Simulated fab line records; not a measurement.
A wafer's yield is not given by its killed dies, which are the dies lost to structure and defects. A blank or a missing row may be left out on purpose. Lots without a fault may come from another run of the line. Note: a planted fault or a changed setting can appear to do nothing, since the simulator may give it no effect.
Comparing a struck lot with a sound one / flow sky130 / 43 out of 708 route steps
Sound: wafers L941.2, L941.4, L941.6. Wafers L950.1, L950.2, L950.4 were the ones struck. The cause comes at the end.
Order at every step that has rows: each side's tool, ch and its chambers, its first start. Under that, the readings that differ: sound wafers / struck wafers / difference of the means / sigmas: that difference in standard deviations of wafers without a fault.
alike: readings with means less than 2 such deviations apart, plus words and numbers identical on both sides. not compared: withheld readings, readings lacking a value on some wafer, bounds such as >300 that could conceal the same value, and numbers that have no deviation in the record and whose values overlap.
Wherever a step has rows on one side only, a row that says differs or no value, or a row with sigmas, the two part there. Numbers that have no deviation but don't overlap get no sigmas and don't part them. Lack of a reading on every wafer of one side parts them only where that side has two or more wafers.

first, 3 steps without rows for these wafers: SKY_VIA3_STRIP_17 (strips in post etch residue remover, time 1200 s); SKY_VIA3_CLEAN_18 (cleans in IPA, time 180 s); SKY_VIA3_CLEAN_19 (cleans in O3/DIW).
SKY_VIA3_SPUTTER_20: material TiN, target thk 20 nm, time 80 s.
  sound on pvd_sputter-03 at day 39 10:51; struck on pvd_sputter-02 at day 43 10:37
  alike: throttle_valve_pct
SKY_VIA3_CVD_21: deposits W, target thk 390 nm, time 117.31 s.
  sound on cvd_w-02 ch 1, day 39 10:55; struck on cvd_w-01 ch 0,1, day 43 10:41
  alike: heater_power_w
SKY_VIA3_RS_MEAS_22: measurement is done with a four-point probe.
  sound on film_metro-03 at day 39 11:03; struck on film_metro-01 at day 43 10:48
reading=VIA3_W_RS (ohm/sq); sound=0.300 0.300 0.301; struck=0.297 0.291 0.292; difference=-0.007; sigmas=-2
SKY_VIA3_THK_MEAS_23: measures by xrf.
  sound on film_metro-03 at day 39 11:10; struck on film_metro-01 at day 43 10:55
  alike: VIA3_W_THK
then, 2 steps without rows for these wafers: SKY_VIA3_CMP_24 (polishes, stops on SiO2, t overpolish 20 s, target thk 0 nm); SKY_METAL4_SPUTTER_00 (material Ti, target thk 15 nm, time 10 s).
SKY_METAL4_SPUTTER_01: material TiN, target thk 20 nm, time 16.7 s.
  sound on pvd_sputter-01 at day 39 11:32; struck on pvd_sputter-01 at day 43 11:19
  alike: throttle_valve_pct
then, 2 steps without rows for these wafers: SKY_METAL4_SPUTTER_02 (material AlCu, target thk 735 nm, time 38.4 s); SKY_METAL4_SPUTTER_03 (material Ti, target thk 5 nm, time 3.3 s).
SKY_METAL4_SPUTTER_04: material TiN, target thk 70 nm, time 58.3 s.
  sound on pvd_sputter-01 at day 39 11:37; struck on pvd_sputter-01 at day 43 11:23
  alike: throttle_valve_pct
SKY_CAP2M_CVD_00: deposits SiO2, target thk 15.5 nm.
  sound on pecvd-03 ch 0,1, day 39 11:40; struck on pecvd-03 ch 0,2, day 43 11:26
  alike: heater_power_w
SKY_CAP2M_THK_MEAS_01:
  sound on film_metro-02 at day 39 11:43; struck on film_metro-01 at day 43 11:28
  alike: CAP2M_CVD_00_THK
then, 1 step without rows for these wafers: SKY_CAP2M_SPUTTER_02 (material TiN, target thk 200 nm, time 166.7 s).
SKY_CAP2M_RS_MEAS_03: measurement is done with a four-point probe.
  sound on film_metro-02 at day 39 11:53; struck on film_metro-01 at day 43 11:38
  alike: CAP2M_TIN_RS
SKY_CAP2M_THK_MEAS_04: measures by xrf.
  sound on film_metro-02 at day 39 12:00; struck on film_metro-01 at day 43 11:45
  alike: CAP2M_TIN_THK
then, 7 steps without rows for these wafers: SKY_CAP2M_DEHYDRATE_05 (time 60 s); SKY_CAP2M_HMDS_06 (prime time 60 s); SKY_CAP2M_COAT_07 (resist thk 1140 nm); SKY_CAP2M_SOFTBAKE_08 (time 60 s); SKY_CAP2M_EXPOSE_09 (exposes mask CAP2M, target cd 1000 nm); SKY_CAP2M_PEB_10; SKY_CAP2M_DEVELOP_11 (develop time 60 s).
SKY_CAP2M_OVL_MEAS_12:
  sound on overlay-02 at day 40 12:03; struck on overlay-01 at day 44 09:39
reading=CAP2M_OVL (nm); sound=1.7 -0.8 -0.2; struck=-3.7 -3.9 -2.7; difference=-3.7; sigmas=-2
SKY_CAP2M_METAL_ETCH_13: etches TiN in Cl2/BCl3, stops on SiO2, target depth 220 nm, time 62.9 s.
  sound on rie_metal-04 ch 0,1, day 40 12:05; struck on rie_metal-01 ch 0, day 44 09:41
  alike: drypump_motor_current_A, oes_product_au, throttle_valve_pct
  not compared: rf_hours_counter_h
then, 12 steps without rows for these wafers: SKY_CAP2M_STRIP_14 (strips in O2/N2); SKY_CAP2M_STRIP_15 (strips in post etch residue remover, time 1200 s); SKY_CAP2M_CLEAN_16 (cleans in IPA, time 180 s); SKY_CAP2M_CLEAN_17 (cleans in O3/DIW); SKY_METAL4_DEHYDRATE_05 (time 60 s); SKY_METAL4_HMDS_06 (prime time 60 s); SKY_METAL4_COAT_07 (resist thk 60 nm); SKY_METAL4_COAT_08 (resist thk 1140 nm); SKY_METAL4_SOFTBAKE_09 (time 90 s); SKY_METAL4_EXPOSE_10 (exposes mask MM4, target cd 300 nm); SKY_METAL4_PEB_11; SKY_METAL4_DEVELOP_12 (develop time 60 s).
SKY_METAL4_CD_MEAS_13: the cd target is 300 nm.
  sound on cd_sem-01 at day 41 12:23; struck on cd_sem-02 at day 45 08:16
  alike: cd_nm
SKY_METAL4_OVL_MEAS_14:
  sound on overlay-02 at day 41 12:30; struck on overlay-01 at day 45 08:23
  alike: METAL4_OVL
then, 1 step without rows for these wafers: SKY_METAL4_DESCUM_15 (chemistry O2, time 8 s).
-- the record jumps here: 3 days lie between the struck wafers' starts before and after (it left off in module METAL4 and takes up again in module PAD_OPEN, whose first step shown is number 708 of the route) --
SKY_PAD_OPEN_PROBE_99:
  sound on prober-01 at day 45 12:29; struck on prober-01 at day 48 18:41
reading=defect_limited_yield (%); sound=80.9 82.1 79.9; struck=79.3 74.2 73.6; difference=-5.3; sigmas=-3
reading=killed_at_M4_up; sound=1 4 2; struck=28 36 62; difference=+40; sigmas=+21
reading=killed_dies; sound=94 88 99; struck=102 127 130; difference=+26; sigmas=+3
reading=sort_bin_3_pad_short (%); sound=0.4 0.8 1.4; struck=2.6 2.0 3.7; difference=+1.9; sigmas=+5
reading=sort_n_pass; sound=398 404 393; struck=390 365 362; difference=-26; sigmas=-3
reading=sort_yield_pct (%); sound=80.9 82.1 79.9; struck=79.3 74.2 73.6; difference=-5.3; sigmas=-3
reading=model.etest.tester.sort_n_pass; sound=398 404 393; struck=390 365 362; difference=-26; sigmas=
reading=model.etest.tester.sort_yield_pct (%); sound=80.89 82.11 79.88; struck=79.27 74.19 73.58; difference=-5.28; sigmas=
reading=model.etest.tester.sort_bin_3_pct (%); sound=0.4065 0.813 1.423; struck=2.642 2.033 3.659; difference=+1.897; sigmas=
  alike: killed_at_M0_to_M3, killed_at_contacts, killed_at_front_end, killed_at_other, killed_open, killed_short, sort_bin_5_function, sort_bin_6_memory
  not compared: model.etest.tester.sort_bin_5_pct

WHERE THEY PART
At SKY_VIA3_RS_MEAS_22 first; at SKY_PAD_OPEN_PROBE_99 last (within this record only).

WHY: whatever the simulator had introduced
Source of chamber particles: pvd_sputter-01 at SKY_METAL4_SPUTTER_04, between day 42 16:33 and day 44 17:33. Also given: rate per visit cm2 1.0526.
